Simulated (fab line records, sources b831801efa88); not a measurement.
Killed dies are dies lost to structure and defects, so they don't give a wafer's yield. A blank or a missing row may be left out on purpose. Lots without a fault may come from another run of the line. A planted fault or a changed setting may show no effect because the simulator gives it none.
fab line records | flow sky130
record lots=7 wafers=21 last_day=50
route steps=708 shown LOCAL_INTERCONNECT@404 CONTACT@406 PAD_OPEN@708
lots that met no fault: from a run of the same line without faults
start_h: hours from the record's first day to the start of the lot's first wafer shown | wait_h: hours since the lot's step before | " the same as in the row above | L1.1+2: a row that stands for several wafers | - no value, or no start given | * or withheld: withheld | < > ~ a bound
route shown NAME@n: a module of which the file shows steps, and the number in the route of the first | usual: mean/standard deviation of fault-free wafers | same: alike in all rows | chamber/n: place in a boat | sites: the reading at each site | _std_site: their standard deviation | _edge_site: outer sites' mean less inner sites' | radius_mm: how far each site lies from the wafer's centre | mask NAME#n: copy n | behind: the tool/chamber that last shaped the wafer | hold: why the lot was held/for how many hours/how that ended | device: the transistor (n, p or np) that didn't switch | end of line: the same wafers' tests at the end of the route | a step without rows: its recipe alone | killed: dies lost to structure and defects at the first sort, not the wafer's yield | map: a wafer's dies, x killed, . not, _ none there
set.NAME: the setting as run; set.NAME@STEP: as run at that earlier step | model.NAME: the simulator's own value behind a step, which no gauge read
lots at some steps of the route; a table a step, a row a wafer
services: from which hour (start_h, from the record's first day; less than 0 if before it) a tool's chamber was out of use, for how many hours, and why
## steps
# step SKY_LOCAL_INTERCONNECT_CLEAN_17
# recipe chemistry=IPA time_s=180 temp_c=25
# step SKY_LOCAL_INTERCONNECT_CLEAN_18
# recipe chemistry=O3/DIW dry=n2_spin
# step SKY_CONTACT_CVD_00
# recipe material=Si3N4 target_thk_nm=75 temp_c=400 time_s=withheld rf_w=450
# usual heater_power_outer_w=434/79 heater_power_w=729/96 rf_fwd_power_W=444.2/2.3
# columns lot.wafer tool chamber start_h wait_h heater_power_outer_w heater_power_w rf_fwd_power_W
L839.1 pecvd-03 0 734.13 0.0 351 626 445.8
L839.2 " 1 " " 509 820 444.6
L839.5 " 0 " " 352 628 444.2
L841.2 pecvd-04 1 751.51 0.0 453 719 445.0
L841.4 " 2 " " 490 748 437.7
L841.5 " 0 " " 380 723 441.3
L849.1 pecvd-03 1 806.75 0.0 502 846 446.0
L849.5 " 0 " " 382 642 446.8
L849.6 " 1 " " 506 820 443.8
L851.1 pecvd-03 1 815.94 0.0 574 910 445.7
L851.4 " 2 " " 387 692 442.8
L851.5 " 1 " " 573 933 445.1
L852.1 pecvd-01 0 834.21 0.0 323 562 445.8
L852.2 " 2 " " 538 837 444.6
L852.6 " 2 " " 543 851 442.7
L856.3 pecvd-01 2 858.36 0.0 538 814 445.9
L856.5 " 2 " " 550 835 443.0
L856.6 " 0 " " 407 673 443.2
L858.3 pecvd-03 0 869.48 0.0 388 659 447.1
L858.5 " 0 " " 386 682 444.5
L858.6 " 1 " " 518 874 444.9
# step SKY_CONTACT_THK_MEAS_01
# recipe reads=Si3N4_of_CONTACT_CVD_00
# usual CONTACT_CVD_00_THK=75.3/1.1
# columns lot.wafer tool chamber start_h wait_h CONTACT_CVD_00_THK[nm]
L839.1 film_metro-03 - 734.17 - 74.3
L839.2 " - " " 74.1
L839.5 " - " " 75.1
L841.2 film_metro-03 - 751.55 - 75.4
L841.4 " - " " 76.6
L841.5 " - " " 77.1
L849.1 film_metro-03 - 806.79 - 75.6
L849.5 " - " " 76.3
L849.6 " - " " 76.2
L851.1 film_metro-02 - 815.97 - 75.7
L851.4 " - " " 76.5
L851.5 " - " " 77.5
L852.1 film_metro-01 - 834.24 - 72.6
L852.2 " - " " 73.4
L852.6 " - " " 75.0
L856.3 film_metro-01 - 858.41 - 74.5
L856.5 " - " " 76.0
L856.6 " - " " 74.7
L858.3 film_metro-01 - 869.54 - 75.8
L858.5 " - " " 77.4
L858.6 " - " " 77.3
# step SKY_CONTACT_HDPCVD_02
# recipe material=SiO2 target_thk_nm=565 sigma_open_frac=0.3 time_s=94.2 temp_c=600 sih4_flow_sccm=60 pressure_mtorr=6
# step SKY_CONTACT_THK_MEAS_03
# recipe reads=SiO2_of_CONTACT_HDPCVD_02
# usual CONTACT_HDPCVD_THK=566/6.1
# columns lot.wafer tool chamber start_h wait_h CONTACT_HDPCVD_THK[nm]
L839.1 film_metro-01 - 734.29 0.0 561
L839.2 " - " " 565
L839.5 " - " " 566
L841.2 film_metro-01 - 751.68 0.0 558
L841.4 " - " " 561
L841.5 " - " " 557
L849.1 film_metro-01 - 806.92 0.0 574
L849.5 " - " " 562
L849.6 " - " " 565
L851.1 film_metro-01 - 816.10 0.0 571
L851.4 " - " " 567
L851.5 " - " " 565
L852.1 film_metro-03 - 834.37 0.0 553
L852.2 " - " " 563
L852.6 " - " " 560
L856.3 film_metro-03 - 858.55 0.1 561
L856.5 " - " " 575
L856.6 " - " " 568
L858.3 film_metro-03 - 869.67 0.1 567
L858.5 " - " " 567
L858.6 " - " " 574
# step SKY_CONTACT_CMP_04
# recipe material=SiO2 down_force_psi=4 platen_rpm=60 pad_velocity_m_s=0.94248
# usual motor_current_A=12.1/1.4 time_to_endpoint_s=84/4.1
# columns lot.wafer tool chamber start_h wait_h motor_current_A time_to_endpoint_s
L839.1 cmp-02 2 734.35 0.1 13.1 73
L839.2 " 0 " " 13.5 80
L839.5 " 2 " " 12.1 78
L841.2 cmp-01 1 751.88 0.2 12.2 85
L841.4 " 2 " " 10.6 82
L841.5 " 1 " " 12.0 83
L849.1 cmp-01 0 806.98 0.1 12.0 91
L849.6 " 0 " " 12.1 90
L849.5 " 1 " " 11.7 89
L851.4 cmp-02 3 816.21 0.1 15.2 86
L851.1 " 1 " " 11.0 86
L851.5 " 3 " " 14.9 83
L852.2 cmp-01 0 834.51 0.1 12.4 86
L852.1 " 1 " " 11.4 81
L852.6 " 0 " " 12.1 81
L856.3 cmp-02 0 858.74 0.2 13.0 79
L856.5 " 1 " " 11.4 83
L856.6 " 2 " " 13.0 80
L858.3 cmp-01 0 869.81 0.1 12.4 84
L858.6 " 2 " " 11.2 84
L858.5 " 3 " " 10.5 84
# step SKY_CONTACT_BOW_MEAS_05
# recipe mode=bow
# usual CONTACT_BOW=82/7.6
# columns lot.wafer tool chamber start_h wait_h CONTACT_BOW[um]
L839.1 film_metro-02 - 734.65 0.2 77
L839.2 " - " " 87
L839.5 " - " " 81
L841.2 film_metro-02 - 752.20 0.3 78
L841.4 " - " " 82
L841.5 " - " " 76
L849.1 film_metro-03 - 807.28 0.2 83
L849.5 " - " " 80
L849.6 " - " " 82
L851.1 film_metro-01 - 816.46 0.1 63
L851.4 " - " " 62
L851.5 " - " " 71
L852.1 film_metro-01 - 834.81 0.2 79
L852.2 " - " " 81
L852.6 " - " " 75
L856.3 film_metro-01 - 858.93 0.1 76
L856.5 " - " " 76
L856.6 " - " " 85
L858.3 film_metro-01 - 870.05 0.2 93
L858.5 " - " " 87
L858.6 " - " " 86
# step SKY_CONTACT_DEHYDRATE_06
# recipe temp_c=200 time_s=60
# step SKY_CONTACT_HMDS_07
# recipe prime_time_s=60 prime_temp_c=120
# step SKY_CONTACT_COAT_08
# recipe resist=BARC temp_c=withheld time_s=withheld spin_rpm=3000 resist_thk_nm=60
# step SKY_CONTACT_COAT_09
# recipe resist=KrF-thick spin_rpm=3000 resist_thk_nm=450
# step SKY_CONTACT_SOFTBAKE_10
# recipe temp_c=100 time_s=90 resist=KrF-thick
# usual heater_power_total_W=57.35/0.11 resist_line_temp_C=23.02/0.1 run_length_s=119.18/0.26
# columns lot.wafer tool chamber start_h wait_h heater_power_total_W resist_line_temp_C run_length_s
L839.1 litho_track-02 0 748 - 57.54 22.74 119.27
L839.2 " 0 " " 57.59 22.99 119.54
L839.5 " 0 " " 57.27 23.04 119.40
L841.2 litho_track-01 0 765 - 57.40 23.12 119.17
L841.4 " 0 " " 57.33 23.03 119.24
L841.5 " 0 " " 57.49 23.07 119.30
L849.1 litho_track-02 0 820 - 66.00 23.05 88.32
L849.5 " 0 " " 65.98 22.84 88.29
L849.6 " 0 " " 65.69 22.78 88.29
L851.1 litho_track-02 0 830 - 66.03 22.97 88.32
L851.4 " 0 " " 65.88 22.95 88.61
L851.5 " 0 " " 65.65 22.85 88.30
L852.1 litho_track-02 0 846 - 66.06 23.15 88.41
L852.2 " 0 " " 66.05 23.08 88.47
L852.6 " 0 847 - 66.06 23.02 88.25
L856.3 litho_track-04 0 871 - 57.49 23.08 118.83
L856.5 " 0 " " 57.17 22.94 118.88
L856.6 " 0 " " 57.25 22.90 119.11
L858.3 litho_track-04 0 883 - 57.49 23.20 118.64
L858.5 " 0 " " 57.41 23.23 118.69
L858.6 " 0 " " 57.18 23.08 118.88
# step SKY_CONTACT_EXPOSE_11
# recipe mask_id=CTM1 na=0.8 source_shape=annular sigma_inner=0.55 sigma_outer=0.85 target_cd_nm=170 dose_mj=38
# step SKY_PAD_OPEN_PROBE_99
# usual killed_at_M0_to_M3=43/6.5 killed_at_M4_up=3.2/1.8 killed_at_contacts=26/5.2 killed_at_front_end=16/4.8 killed_at_other=0.3/0.6 killed_dies=89/9.6 killed_on_rim=17/3.7 killed_open=48/7.1 killed_short=40/6.4
# same gross_dies=492 killed_at_back_side=0
# columns lot.wafer tool chamber start_h wait_h killed_at_M0_to_M3 killed_at_M4_up killed_at_contacts killed_at_front_end killed_at_other killed_dies killed_on_rim killed_open killed_short
L839.1 prober-02 - 1096.48 0.1 41 6 24 13 0 84 13 42 42
L839.2 prober-02 - 1096.53 0.1 43 2 26 17 0 88 12 48 39
L839.5 prober-02 - 1096.68 0.2 35 3 20 23 0 81 13 48 33
L841.2 prober-02 - 1109.20 0.1 42 2 23 17 0 84 13 56 27
L841.4 prober-02 - 1109.30 0.2 38 5 29 13 1 86 15 52 33
L841.5 prober-02 - 1109.35 0.2 38 1 29 18 0 86 21 50 35
L849.1 prober-02 - 1151.74 0.1 40 3 33 25 0 101 20 54 45
L849.5 prober-02 - 1151.94 0.2 42 5 32 17 0 96 21 50 44
L849.6 prober-02 - 1151.99 0.2 34 4 30 29 1 98 16 51 44
L851.1 prober-02 - 1156.10 0.1 43 1 23 12 0 79 17 45 34
L851.4 prober-02 - 1156.25 0.2 54 5 29 20 0 108 19 63 44
L851.5 prober-02 - 1156.30 0.2 50 1 27 11 0 89 15 51 37
L852.1 prober-01 - 1170.27 0.1 38 5 33 10 0 86 20 39 47
L852.2 prober-01 - 1170.32 0.1 49 5 22 23 0 99 15 61 36
L852.6 prober-01 - 1170.52 0.2 48 4 25 15 0 92 15 49 41
L856.3 prober-01 - 1183.06 0.2 52 2 31 24 0 109 9 66 43
L856.5 prober-01 - 1183.16 0.2 45 5 29 17 0 96 14 52 44
L856.6 prober-01 - 1183.21 0.2 46 2 27 18 0 93 18 48 45
L858.3 prober-01 - 1192.20 0.2 51 4 30 21 1 107 20 62 44
L858.5 prober-01 - 1192.30 0.2 57 3 15 17 2 94 20 45 49
L858.6 prober-01 - 1192.35 0.2 41 2 26 15 2 86 14 50 35
# killed by level:class
L839.1 CONTACT:geometric_particle:open=11 METAL2:geometric_particle:short=9 METAL1:geometric_particle:short=8 VIA3:geometric_particle:open=7 METAL4:geometric_particle:short=6 VIA1:geometric_particle:open=6 LI_CONTACT:geometric_particle:open=5 VIA2:geometric_particle:open=5
L839.2 VIA1:geometric_particle:open=16 CONTACT:geometric_particle:open=9 VIA2:geometric_particle:open=8 CONTACT:geometric_particle:short=8 FIELD_ISO:geometric_particle:short=5 FIELD_ISO:geometric_particle:open=5 METAL1:geometric_particle:short=5 POLY_GATE:geometric_particle:short=4
L839.5 VIA1:geometric_particle:open=11 CONTACT:geometric_particle:open=9 FIELD_ISO:geometric_particle:open=7 POLY_GATE:geometric_particle:short=7 LI_CONTACT:geometric_particle:open=6 METAL1:geometric_particle:short=5 VIA2:geometric_particle:open=5 VIA2:geometric_particle:short=4
L841.2 CONTACT:geometric_particle:open=10 VIA1:geometric_particle:open=10 VIA3:geometric_particle:open=10 LI_CONTACT:geometric_particle:open=9 FIELD_ISO:geometric_particle:short=5 VIA3:geometric_particle:short=5 VIA2:geometric_particle:open=5 SPACER:geometric_particle:open=3
L841.4 CONTACT:geometric_particle:open=15 VIA1:geometric_particle:open=13 LI_CONTACT:geometric_particle:open=8 METAL1:geometric_particle:short=6 POLY_GATE:geometric_particle:short=4 LI_CONTACT:geometric_particle:short=4 VIA1:geometric_particle:short=4 METAL4:geometric_particle:short=4
L841.5 CONTACT:geometric_particle:open=13 VIA1:geometric_particle:open=12 METAL1:geometric_particle:short=6 CONTACT:geometric_particle:short=6 VIA3:geometric_particle:open=6 LOCAL_INTERCONNECT:geometric_particle:short=5 FIELD_ISO:geometric_particle:open=4 SPACER:geometric_particle:open=3
L849.1 CONTACT:geometric_particle:open=10 FIELD_ISO:geometric_particle:open=9 LOCAL_INTERCONNECT:geometric_particle:short=8 CONTACT:geometric_particle:short=7 VIA3:geometric_particle:open=7 VIA1:geometric_particle:open=6 POLY_GATE:geometric_particle:short=5 POLY_GATE:geometric_particle:open=5
L849.5 METAL2:geometric_particle:short=12 LI_CONTACT:geometric_particle:open=12 VIA1:geometric_particle:open=11 CONTACT:geometric_particle:open=8 LOCAL_INTERCONNECT:geometric_particle:short=5 FIELD_ISO:geometric_particle:open=4 POLY_GATE:geometric_particle:open=4 VIA1:geometric_particle:short=4
L849.6 CONTACT:geometric_particle:open=14 CONTACT:geometric_particle:short=9 FIELD_ISO:geometric_particle:open=8 FIELD_ISO:geometric_particle:short=7 POLY_GATE:geometric_particle:open=7 VIA3:geometric_particle:open=6 METAL1:geometric_particle:short=6 VIA2:geometric_particle:open=5
L851.1 VIA1:geometric_particle:open=10 CONTACT:geometric_particle:open=8 VIA2:geometric_particle:open=7 VIA3:geometric_particle:open=7 VIA1:geometric_particle:short=6 LI_CONTACT:geometric_particle:short=5 POLY_GATE:geometric_particle:short=4 LI_CONTACT:geometric_particle:open=4
L851.4 VIA1:geometric_particle:open=12 CONTACT:geometric_particle:open=11 VIA2:geometric_particle:open=8 VIA3:geometric_particle:open=8 LOCAL_INTERCONNECT:geometric_particle:short=7 METAL1:geometric_particle:short=6 FIELD_ISO:geometric_particle:open=5 LI_CONTACT:geometric_particle:open=5
L851.5 VIA1:geometric_particle:open=15 CONTACT:geometric_particle:open=12 CONTACT:geometric_particle:short=6 VIA3:geometric_particle:open=6 POLY_GATE:geometric_particle:open=4 LI_CONTACT:geometric_particle:open=4 LOCAL_INTERCONNECT:geometric_particle:short=4 METAL1:geometric_particle:short=4
L852.1 LI_CONTACT:geometric_particle:open=9 VIA1:geometric_particle:open=9 CONTACT:geometric_particle:short=7 CONTACT:geometric_particle:open=7 VIA1:geometric_particle:short=7 LOCAL_INTERCONNECT:geometric_particle:short=6 VIA2:geometric_particle:open=6 METAL4:geometric_particle:short=5
L852.2 VIA1:geometric_particle:open=18 POLY_GATE:geometric_particle:open=8 CONTACT:geometric_particle:open=7 FIELD_ISO:geometric_particle:short=6 METAL2:geometric_particle:short=6 VIA2:geometric_particle:open=6 LI_CONTACT:geometric_particle:open=6 LOCAL_INTERCONNECT:geometric_particle:short=5
L852.6 VIA1:geometric_particle:open=10 VIA3:geometric_particle:open=8 LI_CONTACT:geometric_particle:open=7 METAL1:geometric_particle:short=7 CONTACT:geometric_particle:open=6 CONTACT:geometric_particle:short=5 VIA2:geometric_particle:short=5 METAL4:geometric_particle:short=4
L856.3 CONTACT:geometric_particle:open=16 VIA1:geometric_particle:open=12 VIA2:geometric_particle:open=10 FIELD_ISO:geometric_particle:open=8 LI_CONTACT:geometric_particle:open=6 VIA1:geometric_particle:short=6 VIA2:geometric_particle:short=6 POLY_GATE:geometric_particle:open=5
L856.5 LI_CONTACT:geometric_particle:open=9 METAL1:geometric_particle:short=9 VIA3:geometric_particle:open=8 CONTACT:geometric_particle:open=7 VIA1:geometric_particle:open=7 FIELD_ISO:geometric_particle:open=6 LOCAL_INTERCONNECT:geometric_particle:short=5 FIELD_ISO:geometric_particle:short=4
L856.6 CONTACT:geometric_particle:open=10 VIA1:geometric_particle:open=8 METAL1:geometric_particle:short=6 METAL3:geometric_particle:short=6 FIELD_ISO:geometric_particle:short=5 CONTACT:geometric_particle:short=5 VIA2:geometric_particle:open=5 LI_CONTACT:geometric_particle:open=4
L858.3 CONTACT:geometric_particle:open=17 VIA1:geometric_particle:open=9 LI_CONTACT:geometric_particle:open=8 VIA3:geometric_particle:open=8 FIELD_ISO:geometric_particle:short=7 VIA1:geometric_particle:short=6 VIA2:geometric_particle:open=6 METAL1:geometric_particle:short=5
L858.5 VIA1:geometric_particle:open=14 CONTACT:geometric_particle:open=9 METAL2:geometric_particle:short=9 VIA1:geometric_particle:short=8 VIA2:geometric_particle:open=6 METAL1:geometric_particle:short=6 VIA3:geometric_particle:short=6 POLY_GATE:geometric_particle:short=5
L858.6 VIA1:geometric_particle:open=16 CONTACT:geometric_particle:open=12 METAL2:geometric_particle:short=7 FIELD_ISO:geometric_particle:open=6 LI_CONTACT:geometric_particle:open=6 LOCAL_INTERCONNECT:geometric_particle:short=5 METAL1:geometric_particle:short=4 VIA3:geometric_particle:open=4
## services
# columns tool chamber start_h hours kind
pecvd-01 - 719.04 1.6 repair
pecvd-03 0 719.83 5.9 repair
pecvd-01 - 720.67 2.8 pm
pecvd-04 1 722.59 16.5 scheduled_down
cmp-01 - 739.67 1.3 repair
cmp-01 - 744.00 4.0 pm
cmp-01 - 748.00 - consumable_replace:conditioner
cmp-01 - 748.00 - consumable_replace:pad
cmp-02 - 754.97 1.1 repair
cmp-02 - 755.76 4.1 repair
pecvd-04 1 764.62 8.0 repair
pecvd-04 1 781.82 6.5 repair
pecvd-01 0 790.94 4.7 repair
pecvd-01 - 793.43 0.7 repair
pecvd-04 - 801.15 0.7 repair
pecvd-03 1 818.12 - clean
pecvd-03 1 818.12 - consumable_replace:showerhead
pecvd-03 1 818.12 29.0 scheduled_down
pecvd-03 1 818.12 29.0 vent_cycle
pecvd-01 2 845.94 5.5 scheduled_down
pecvd-03 0 850.67 2.1 scheduled_down
pecvd-04 2 859.55 2.1 scheduled_down
pecvd-03 1 872.05 5.5 scheduled_down
## key
first_sign step=SKY_CONTACT_SOFTBAKE_10 reading=run_length_s direction=down sigmas=99+ usual=* struck=*
effect step=SKY_CONTACT_SOFTBAKE_10 reading=heater_power_total_W direction=up sigmas=76 usual=* struck=*
met_at SKY_CONTACT_SOFTBAKE_10
struck_wafers L849.1,L849.5,L849.6,L851.1,L851.4,L851.5,L852.1,L852.2,L852.6
tester_left_out L849,L851,L852
onset_between 748 820
fault kind=process_parameter_drift tool=litho_track-02 chamber=- onset_h=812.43 steps=SKY_CONTACT_SOFTBAKE_10 channel=time_s offset=* shape=step end_h=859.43 acts_in=* stated=*
# tester_left_out: of these lots the tester's yield and bins aren't shown, on N5 and GAA mostly nor the transistor test; their killed dies are dies lost to structure and defects alone, not to doping, threshold or leakage, so they don't give the yield
